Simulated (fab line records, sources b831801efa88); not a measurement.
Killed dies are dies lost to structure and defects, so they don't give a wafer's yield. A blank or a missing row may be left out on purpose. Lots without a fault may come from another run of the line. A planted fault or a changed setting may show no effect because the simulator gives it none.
A struck lot beside a sound one | flow sfq_line | 41 steps out of a route of 325
Sound: wafers L494.1, L494.3, L494.6. Struck: wafer L487.6. (L487.3, L487.5 of the same lot were not struck and are left out.) The cause comes at the end.
At each step with rows: each side's tool, then ch and its chambers, then its first start. Under that, the readings that differ: sound wafers | struck wafers | difference of the means | sigmas: that difference in standard deviations of wafers without a fault.
alike: readings whose means differ by less than 2 such deviations, and words and numbers that are the same on both sides. not compared: withheld readings, readings that some wafer has no value for, bounds like >300 that may hide the same value, and numbers for which the record gives no deviation and whose values overlap.
The two part at a step that has a row with sigmas, a row that says differs or no value, or rows on one side only. Numbers that don't overlap but have no deviation are shown without sigmas and don't part them. A reading that every wafer of one side lacks parts them only if that side has two wafers or more.

first, 6 steps without rows for these wafers: SFQ_TRILAYER_I0_VIA_LITHO_COAT_036 (resist thk 62 nm); SFQ_TRILAYER_I0_VIA_LITHO_COAT_031 (resist thk 650 nm); SFQ_TRILAYER_I0_VIA_LITHO_SOFTBAKE_035; SFQ_TRILAYER_I0_VIA_LITHO_EXPOSE_032 (exposes mask I0, target cd 500 nm); SFQ_TRILAYER_I0_VIA_LITHO_PEB_034 (peb time 60 s); SFQ_TRILAYER_I0_VIA_LITHO_DEVELOP_033 (time 60 s).
SFQ_I0_OVL_MEAS_908:
  sound on overlay-01, day 25 08:41; struck on overlay-02, day 20 16:26
  alike: I0_OVL
then, 5 steps without rows for these wafers: SFQ_TRILAYER_I0_VIA_BARC_OPEN_VIA_ETCH_046 (etches BARC in O2, target depth 125 nm, time 41.7 s); SFQ_TRILAYER_I0_VIA_ETCH_VIA_ETCH_034 (etches SiO2 in CHF3, stops on Nb, target depth 260 nm); SFQ_TRILAYER_I0_VIA_STRIP_STRIP_035 (strips in O2); SFQ_TRILAYER_I0_VIA_STRIP_SOLV_CLEAN_036 (cleans in NMP, time 600 s); SFQ_TRILAYER_M1_DEP_PRE_CLEAN_038 (time 22.5 s).
SFQ_TRILAYER_M1_DEP_SPUTTER_037: material Nb, target thk 200 nm, time 133.3 s.
  sound on pvd_sputter-04, day 25 09:41; struck on pvd_sputter-03, day 20 17:25
  reading                                             | sound             | struck | difference | sigmas
  model.Nb_of_TRILAYER_M1_DEP_SPUTTER_037.thk_nm (nm) | 201.5 201.1 200.5 | 117.9  | -83.1      |
  alike: resputter_cathode_voltage_v, throttle_valve_pct
SFQ_M1_RS_MEAS_909: measures by four-point-probe.
  sound on film_metro-04, day 25 09:46; struck on film_metro-01, day 20 17:50
  reading           | sound             | struck | difference | sigmas
  M1_NB_RS (ohm/sq) | 0.886 0.886 0.889 | 1.521  | +0.634     | +78
  not compared: hold
then, 5 steps without rows for these wafers: SFQ_TRILAYER_M1_LITHO_COAT_039 (resist thk 600 nm); SFQ_TRILAYER_M1_LITHO_SOFTBAKE_043; SFQ_TRILAYER_M1_LITHO_EXPOSE_040 (exposes mask M1, target cd 500 nm); SFQ_TRILAYER_M1_LITHO_PEB_042 (peb time 60 s); SFQ_TRILAYER_M1_LITHO_DEVELOP_041 (time 60 s).
-- the record jumps here: 6 days lie between the struck wafers' starts before and after --
SFQ_M1_OVL_MEAS_911:
  sound on overlay-02, day 27 07:04; struck on overlay-01, day 26 22:41
  alike: M1_OVL
SFQ_TRILAYER_M1_BARC_OPEN_METAL_ETCH_054: etches BARC in O2, target depth 125 nm, time 41.7 s.
  sound on rie_metal-04 ch 1, day 27 07:07; struck on rie_metal-03 ch 1, day 26 22:44
  alike: chamber_pressure_mTorr, drypump_motor_current_A, oes_product_au
  not compared: rf_hours_counter_h
SFQ_TRILAYER_M1_ETCH_METAL_ETCH_042: etches Nb in Cl2/Ar, stops on SiO2, target depth 240 nm, time 120 s.
  sound on rie_metal-04 ch 1, day 27 07:10; struck on rie_metal-03 ch 1, day 26 22:49
  reading               | sound             | struck | difference | sigmas
  oes_product_au (a.u.) | 0.897 0.897 0.900 | 0.683  | -0.215     | -32
  alike: chamber_pressure_mTorr, drypump_motor_current_A
  not compared: rf_hours_counter_h
then, 3 steps without rows for these wafers: SFQ_TRILAYER_M1_STRIP_STRIP_043 (strips in O2); SFQ_TRILAYER_M1_STRIP_SOLV_CLEAN_044 (cleans in NMP, time 600 s); SFQ_TRILAYER_I1_DEP_PECVD_045 (deposits SiO2 from SiH4/N2O, time 111.11 s, target thk 500 nm).
SFQ_TRILAYER_I1_CMP_CMP_046: polishes SiO2.
  sound on cmp-01 ch 1,2,3, day 27 14:09; struck on cmp-01 ch 3, day 27 04:09
  alike: motor_current_A, time_to_endpoint_s
SFQ_I1_BOW_MEAS_912:
  sound on film_metro-02, day 27 17:09; struck on film_metro-04, day 27 05:11
  reading     | sound  | struck | difference | sigmas
  I1_BOW (um) | 0 8 21 | -10    | -20        | -3
SFQ_TRILAYER_I1_METRO_MEASURE_047:
  sound on film_metro-02, day 27 17:16; struck on film_metro-04, day 27 05:40
  alike: thk_nm
then, 6 steps without rows for these wafers: SFQ_TRILAYER_I1_VIA_LITHO_COAT_054 (resist thk 62 nm); SFQ_TRILAYER_I1_VIA_LITHO_COAT_049 (resist thk 650 nm); SFQ_TRILAYER_I1_VIA_LITHO_SOFTBAKE_053; SFQ_TRILAYER_I1_VIA_LITHO_EXPOSE_050 (exposes mask I1, target cd 500 nm); SFQ_TRILAYER_I1_VIA_LITHO_PEB_052 (peb time 60 s); SFQ_TRILAYER_I1_VIA_LITHO_DEVELOP_051 (time 60 s).
-- the record jumps here: 5 days lie between the struck wafers' starts before and after --
SFQ_I1_OVL_MEAS_913:
  sound on overlay-01, day 33 07:08; struck on overlay-02, day 32 17:26
  alike: I1_OVL
SFQ_TRILAYER_I1_VIA_BARC_OPEN_VIA_ETCH_071: etches BARC in O2, target depth 125 nm, time 41.7 s.
  sound on rie_diel-01 ch 0,1, day 33 07:10; struck on rie_diel-01 ch 1, day 32 17:28
  reading               | sound             | struck | difference | sigmas
  oes_product_au (a.u.) | 0.686 0.681 0.682 | 0.696  | +0.013     | +3
  alike: chamber_pressure_mTorr, drypump_motor_current_A
  not compared: rf_hours_counter_h
then, 1 step without rows for these wafers: SFQ_TRILAYER_I1_VIA_ETCH_VIA_ETCH_052 (etches SiO2 in CHF3, stops on Nb, target depth 260 nm).
SFQ_TRILAYER_I1_VIA_STRIP_STRIP_053: strips in O2.
  sound on rie_metal-02 ch 0, day 33 07:19; struck on rie_metal-01 ch 0, day 32 17:49
  alike: chamber_pressure_mTorr, drypump_motor_current_A, oes_product_au
  not compared: rf_hours_counter_h
then, 2 steps without rows for these wafers: SFQ_TRILAYER_I1_VIA_STRIP_SOLV_CLEAN_054 (cleans in NMP, time 600 s); SFQ_TRILAYER_M2_DEP_PRE_CLEAN_056 (time 22.5 s).
-- the record jumps here: 58 days lie between the struck wafers' starts before and after --
SFQ_M8_BOW_MEAS_951:
  sound on film_metro-02, day 93 03:47; struck on film_metro-03, day 90 18:39
  reading                 | sound               | struck | difference | sigmas
  M8_BOW (um)             | 9 16 28             | -17    | -35        | -3
  model.etest.m1.ohm_um   | 1.778 1.77 1.778    | 3.038  | +1.263     |
  model.etest.i0.link_ohm | 1.962 1.965 1.966   | 2.731  | +0.767     |
  model.etest.m1.ohm_sq   | 0.884 0.8854 0.8883 | 1.51   | +0.62      |
  model.etest.i1.link_ohm | 1.965 1.945 1.95    | 2.582  | +0.629     |

WHERE THEY PART
First at SFQ_M1_RS_MEAS_909; last, within this record, at SFQ_M8_BOW_MEAS_951.

WHY: what the simulator had put in
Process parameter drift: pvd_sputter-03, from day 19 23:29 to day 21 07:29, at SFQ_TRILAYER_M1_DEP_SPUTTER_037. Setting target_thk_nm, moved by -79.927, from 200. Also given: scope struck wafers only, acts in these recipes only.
